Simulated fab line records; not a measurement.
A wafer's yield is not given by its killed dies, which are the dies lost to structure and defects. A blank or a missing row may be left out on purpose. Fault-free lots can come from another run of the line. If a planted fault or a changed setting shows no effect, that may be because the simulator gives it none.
Which of the tools did it? :: flow gf180mcu :: 6 lots with 18 wafers sampled at 3 steps, on a route of 602 steps

## WHAT THE GAUGES READ, wafer by wafer
GF_HV_LDD_CD_MEAS_31 targets a cd of 400 nm.
lot: L438
measured: day 12 00:12
on: cd sem-01
cd nm (nm): 400.4 399.2 401.3

lot: L441
measured: day 12 16:59
on: cd sem-01
cd nm (nm): 398.9 396.9 398.7

lot: L442
measured: day 13 03:01
on: cd sem-01
cd nm (nm): 395.2 397.8 399.3

lot: L444
measured: day 13 18:37
on: cd sem-01
cd nm (nm): 395.3 395.7 397.3

lot: L451
measured: day 16 03:40
on: cd sem-01
cd nm (nm): 423.8 423.4 424.9

lot: L457
measured: day 19 00:40
on: cd sem-01
cd nm (nm): 399.3 399.3 402.4

## WHICH TOOL RAN EACH LOT (tool, then ch and the chambers of the sampled wafers, then the start)
lot: L438
GF_STI_STRIP_15: plasma asher-03 ch 0,1, day 2 07:44
GF_HV_LDD_EXPOSE_28: iline stepper-01 ch 0, day 11 14:48

lot: L441
GF_STI_STRIP_15: plasma asher-03 ch 0,1, day 2 21:46
GF_HV_LDD_EXPOSE_28: iline stepper-01 ch 0, day 12 07:38

lot: L442
GF_STI_STRIP_15: plasma asher-03 ch 0,1, day 3 06:47
GF_HV_LDD_EXPOSE_28: iline stepper-01 ch 0, day 12 17:13

lot: L444
GF_STI_STRIP_15: plasma asher-04 ch 0,1, day 3 16:45
GF_HV_LDD_EXPOSE_28: iline stepper-01 ch 0, day 13 08:10

lot: L451
GF_STI_STRIP_15: plasma asher-04 ch 0,1, day 5 02:25
GF_HV_LDD_EXPOSE_28: iline stepper-02 ch 0, day 15 17:28

lot: L457
GF_STI_STRIP_15: plasma asher-02 ch 0,1, day 6 13:07
GF_HV_LDD_EXPOSE_28: iline stepper-01 ch 0, day 18 13:59
- GF_STI_STRIP_15: strips in O2/N2.
- GF_HV_LDD_EXPOSE_28: exposes mask Nplus HV AREA, target cd 400 nm.

## THE ANSWER, worked out from the rows above alone
Rule: the lots themselves supply what counts as usual. The widest of any qualifying gaps counts: lots, ordered by their means at a reading, are off when they make up no more than a third of the lots, leave a main group of 4 or more, and stand apart from it by 3 or more times the standard deviation of that group's means. The tables above print the reading to a certain number of digits; a main group whose means all agree to those digits is not used. Also off: a lot with no number at a reading for which 4 or more lots have one. The other lots that the step has rows for count as sound.
Off: L451, at GF_HV_LDD_CD_MEAS_31 (cd nm). Mean 398.5 nm and standard deviation 1.6 in the main group.
A tool fits if, at a process step before that reading, it ran every lot that is off, and no sound lot after the first of them. Those tools and the gauges at GF_HV_LDD_CD_MEAS_31 are tried in the same way. Undecided on this evidence; 2 tools fit (plasma asher-04 at GF_STI_STRIP_15, iline stepper-02 at GF_HV_LDD_EXPOSE_28).

## WHAT THE SIMULATOR HAD INSERTED
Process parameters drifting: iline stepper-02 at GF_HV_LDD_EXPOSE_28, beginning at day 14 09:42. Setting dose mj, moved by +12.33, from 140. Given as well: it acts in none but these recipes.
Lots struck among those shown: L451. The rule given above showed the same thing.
